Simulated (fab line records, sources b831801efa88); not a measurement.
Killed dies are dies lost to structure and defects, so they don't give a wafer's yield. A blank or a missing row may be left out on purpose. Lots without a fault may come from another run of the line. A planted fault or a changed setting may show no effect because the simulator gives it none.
Chamber matching | flow sky130 | SKY_LI_CONTACT_CMP_02 on cmp-02: 4 sister chambers
The step polishes PSG. 22 wafers are shown with their chamber, then 11 later ones without.

WAFERS WITH THEIR CHAMBER
wafer  | chamber | motor_current_A (A) | time_to_endpoint_s (s)
L719.2 | 3       | 10.5                | 30.2
L719.3 | 1       | 11.2                | 29.4
L719.4 | 0       | 11.2                | 27.4
L724.1 | 1       | 11.3                | 35.1
L724.3 | 2       | 10.2                | 32.3
L724.5 | 0       | 11.2                | 33.6
L725.1 | 2       | 9.8                 | 35.0
L725.4 | 1       | 11.1                | 33.3
L725.6 | 0       | 11.8                | 33.9
L726.1 | 0       | 11.0                | 34.5
L726.3 | 2       | 10.1                | 32.6
L726.5 | 3       | 11.0                | 32.8
L727.3 | 1       | 11.0                | 32.9
L727.4 | 0       | 11.2                | 33.2
L727.5 | 3       | 10.7                | 33.4
L728.2 | 3       | 10.8                | 35.7
L728.3 | 1       | 11.7                | 34.6
L728.5 | 0       | 10.4                | 37.3
L729.1 | 3       | 10.9                | 32.5
L729.4 | 0       | 11.3                | 32.9
L729.6 | 3       | 11.2                | 32.0
L731.2 | 0       | 11.7                | 35.4

SIGNATURES (means of the wafers above)
reading            | chamber 0 | chamber 1 | chamber 2 | chamber 3 | scatter within a chamber
motor_current_A    | 11.225    | 11.260    | 10.033    | 10.850    | 0.331
time_to_endpoint_s | 33.525    | 33.060    | 33.300    | 32.767    | 2.33
Rule: a wafer's distance from a chamber is the root of the sum, over the readings, of the square of ((its reading less the chamber's mean) divided by the reading's scatter). The wafer belongs to the nearest chamber; if the next one is less than 2 further off, it can't be placed. The scatter: the root of (the sum of the squares of (reading less its chamber's mean) over the shown wafers, divided by (wafers less chambers)).

WAFERS WITHOUT THEIR CHAMBER
wafer  | motor_current_A (A) | time_to_endpoint_s (s)
L731.4 | 10.2                | 33.0
L731.5 | 10.3                | 34.2
L732.1 | 11.6                | 37.5
L732.2 | 10.1                | 35.5
L732.4 | 11.3                | 36.5
L733.1 | 11.3                | 33.4
L733.2 | 11.3                | 29.6
L733.3 | 10.2                | 33.6
L734.2 | 11.3                | 37.3
L734.3 | 10.8                | 35.0
L734.4 | 10.2                | 35.5

WHICH CHAMBER EACH WENT THROUGH
wafer  | from the rows above               | in truth
L731.4 | can't be placed: 2 or 3           | 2
L731.5 | can't be placed: 2 or 3 or 0      | 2
L732.1 | can't be placed: 0 or 1 or 3      | 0
L732.2 | can't be placed: 2 or 3           | 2
L732.4 | can't be placed: 0 or 1 or 3      | 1
L733.1 | can't be placed: 1 or 0 or 3      | 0
L733.2 | can't be placed: 1 or 0 or 3      | 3
L733.3 | can't be placed: 2 or 3           | 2
L734.2 | can't be placed: 0 or 1 or 3      | 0
L734.3 | can't be placed: 3 or 0 or 1 or 2 | 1
L734.4 | can't be placed: 2 or 3           | 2
Placed correctly: 0 of 11. Can't be placed from these rows: 11 (the true chamber is among the candidates in 11). Placed wrongly: 0.
